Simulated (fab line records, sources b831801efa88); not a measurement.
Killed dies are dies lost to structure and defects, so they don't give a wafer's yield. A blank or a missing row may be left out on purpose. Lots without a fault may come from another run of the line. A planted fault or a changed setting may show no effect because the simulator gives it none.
One fault seen from 2 desks | flow gf180mcu | each desk has only its own numbers; what lay behind them comes last

THE TOOL OWNER'S DESK: rie_diel-02
The tool's own readings at GF_STI_ETCH_13 (etches the open film in CHF3/O2, stops on Si, target depth 282.31 nm, time 112.9 s): means of the sampled wafers that have a number, for each lot that ran on this tool. A lot is out of limits, marked OUT, if its mean lies more than 4 standard deviations from the usual mean; the brackets give that distance.
Columns: A = drypump_motor_current_A at GF_STI_ETCH_13, usual 5.8 A; B = oes_product_au at GF_STI_ETCH_13, usual 0.835 a.u.; C = rf_fwd_power_W at GF_STI_ETCH_13, usual 596.7 W; D = throttle_valve_pct at GF_STI_ETCH_13, usual 8.811 %
lot  | first seen here | A   | B                | C     | D
L487 | day 2 12:41     | 5.9 | 0.842            | 597.5 | 8.815
L491 | day 3 08:26     | 6.0 | 0.799 (-5.6) OUT | 596.8 | 8.807
L505 | day 6 09:02     | 5.9 | 0.839            | 595.6 | 8.815
This desk's finding: out of limits on L491; first on L491, day 3 08:26 (oes_product_au at GF_STI_ETCH_13). In limits: L487, L505.

THE METROLOGY DESK
What the gauges read, lot by lot, whatever tool the lot ran on: means of the sampled wafers that have a number. A lot is out of limits, marked OUT, if its mean lies more than 4 standard deviations from the usual mean; the brackets give that distance.
Columns: A = cd_nm at GF_HV_LDD_CD_MEAS_31, usual 399.8 nm; B = V1_CVD_02_THK at GF_V1_THK_MEAS_03, usual 848 nm
lot  | first seen here | A     | B
L485 | day 11 08:55    | 399.1 | 846
L487 | day 12 02:53    | 397.2 | 847
L491 | day 13 20:50    | 398.1 | 852
L497 | day 15 14:10    | 400.2 | 843
L500 | day 16 20:56    | 395.8 | 834
L502 | day 17 04:49    | 401.6 | 858
L503 | day 17 10:57    | 398.8 | 861
L504 | day 17 20:18    | 401.2 | 858
L505 | day 18 02:41    | 397.3 | 842
L506 | day 18 10:03    | 400.0 | 856
L508 | day 19 01:03    | 398.3 | 842
This desk's finding: nothing out of limits on any of the 11 lots.

PUT TOGETHER
The tool owner's desk could have raised an alarm at day 3 08:26, on L491.
The metrology desk saw nothing out of limits.
The metrology desk has L491 on record, within its limits.
Of the lots named, all ran GF_STI_ETCH_13 on rie_diel-02.

WHAT THE SIMULATOR HAD PUT IN
Process parameter drift: rie_diel-02, from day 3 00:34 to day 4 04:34, at GF_STI_ETCH_13. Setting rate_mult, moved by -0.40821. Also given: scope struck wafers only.
Lots struck among those shown: L491.
Hours from the fault's start to each desk's first reading out of limits: the tool owner's desk, 8.
